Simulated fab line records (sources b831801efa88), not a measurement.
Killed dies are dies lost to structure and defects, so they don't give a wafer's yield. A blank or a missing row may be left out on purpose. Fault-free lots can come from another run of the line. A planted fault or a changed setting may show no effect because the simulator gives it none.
Chamber matching | flow gf180mcu | 4 sister chambers for GF_CONTACT_CMP_27 on cmp-01
The step polishes, stops on SiO2, t overpolish 15 s, target thk 0 nm. 30 wafers are shown with their chamber, then 12 later ones without.

## WAFERS PAIRED WITH THEIR CHAMBERS
wafer  | chamber | motorCurrentA (A) | timeToEndpointS (s) | overpolishRunS (s)
L074.3 | 1       | 10.8              | 72                  | 15.006
L074.4 | 0       | 9.5               | 72                  | 15.001
L074.5 | 3       | 11.7              | 74                  | 14.993
L075.3 | 0       | 9.6               | 72                  | 15.013
L075.4 | 3       | 11.6              | 73                  | 14.996
L075.6 | 2       | 9.9               | 70                  | 14.999
L078.3 | 0       | 9.7               | 74                  | 15.008
L078.4 | 2       | 11.2              | 69                  | 14.993
L078.5 | 1       | 10.6              | 72                  | 14.988
L078.1 | 1       | 10.7              | 72                  | 15.004
L078.2 | 3       | 11.4              | 77                  | 15.008
L078.6 | 0       | 9.6               | 74                  | 15.014
L079.1 | 3       | 12.0              | 72                  | 15.026
L079.3 | 0       | 9.4               | 69                  | 14.999
L079.4 | 2       | 10.5              | 72                  | 14.997
L081.2 | 2       | 10.2              | 72                  | 15.005
L081.3 | 0       | 9.7               | 71                  | 14.988
L081.6 | 0       | 9.8               | 70                  | 14.984
L083.2 | 2       | 10.1              | 72                  | 14.995
L083.3 | 3       | 11.3              | 80                  | 14.993
L083.4 | 0       | 9.9               | 72                  | 14.994
L083.1 | 1       | 11.1              | 74                  | 14.994
L083.5 | 3       | 11.4              | 82                  | 15.015
L083.6 | 2       | 11.0              | 72                  | 15.003
L084.1 | 2       | 10.5              | 72                  | 14.994
L084.4 | 1       | 10.6              | 72                  | 15.004
L084.5 | 3       | 12.2              | 77                  | 14.984
L087.1 | 3       | 11.2              | 73                  | 14.987
L087.3 | 0       | 9.9               | 69                  | 15.016
L087.4 | 2       | 10.5              | 67                  | 15.004

SIGNATURES (averages over the wafers above)
reading         | chamber 0 | chamber 1 | chamber 2 | chamber 3 | scatter within a chamber
motorCurrentA   | 9.678     | 10.760    | 10.488    | 11.600    | 0.317
timeToEndpointS | 71.44     | 72.40     | 70.75     | 76.00     | 2.39
overpolishRunS  | 15.00189  | 14.99920  | 14.99875  | 15.00025  | 0.0107
Rule: distance of a wafer from a chamber = root of the sum over the readings of ((wafer's reading minus chamber's mean) / reading's scatter) squared. The wafer belongs to the nearest chamber; if the next one is less than 2 further off, it can't be placed. How the scatter is found: for the shown wafers, subtract from each reading the mean of its chamber, square and add these, divide the total by (wafers less chambers), then take the root.

## WAFERS WHOSE CHAMBER IS MISSING
wafer  | motorCurrentA (A) | timeToEndpointS (s) | overpolishRunS (s)
L092.2 | 11.7              | 81                  | 14.994
L092.3 | 10.5              | 73                  | 14.996
L092.6 | 11.4              | 75                  | 15.003
L093.1 | 10.2              | 74                  | 15.005
L093.4 | 12.2              | 81                  | 14.994
L093.6 | 11.6              | 79                  | 14.998
L096.2 | 10.6              | 75                  | 15.007
L096.3 | 9.7               | 75                  | 15.000
L096.5 | 12.2              | 78                  | 14.981
L097.2 | 10.3              | 76                  | 14.982
L097.4 | 9.8               | 68                  | 14.996
L097.6 | 10.9              | 71                  | 14.997

## EACH ONE'S CHAMBER
wafer  | from the rows above               | in truth
L092.2 | 3                                 | 3
L092.3 | can't be placed: 1 or 2 or 0      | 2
L092.6 | can't be placed: 3 or 1           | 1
L093.1 | can't be placed: 2 or 1 or 0      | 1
L093.4 | 3                                 | 3
L093.6 | 3                                 | 3
L096.2 | can't be placed: 1 or 2 or 3 or 0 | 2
L096.3 | can't be placed: 0 or 2           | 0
L096.5 | 3                                 | 3
L097.2 | can't be placed: 1 or 2 or 0 or 3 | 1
L097.4 | can't be placed: 0 or 2 or 1      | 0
L097.6 | can't be placed: 1 or 2           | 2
Correctly placed: 4 of 12. Cannot be placed on the basis of these rows: 8; the candidates contain the true chamber in 8. Number placed wrongly: 0.
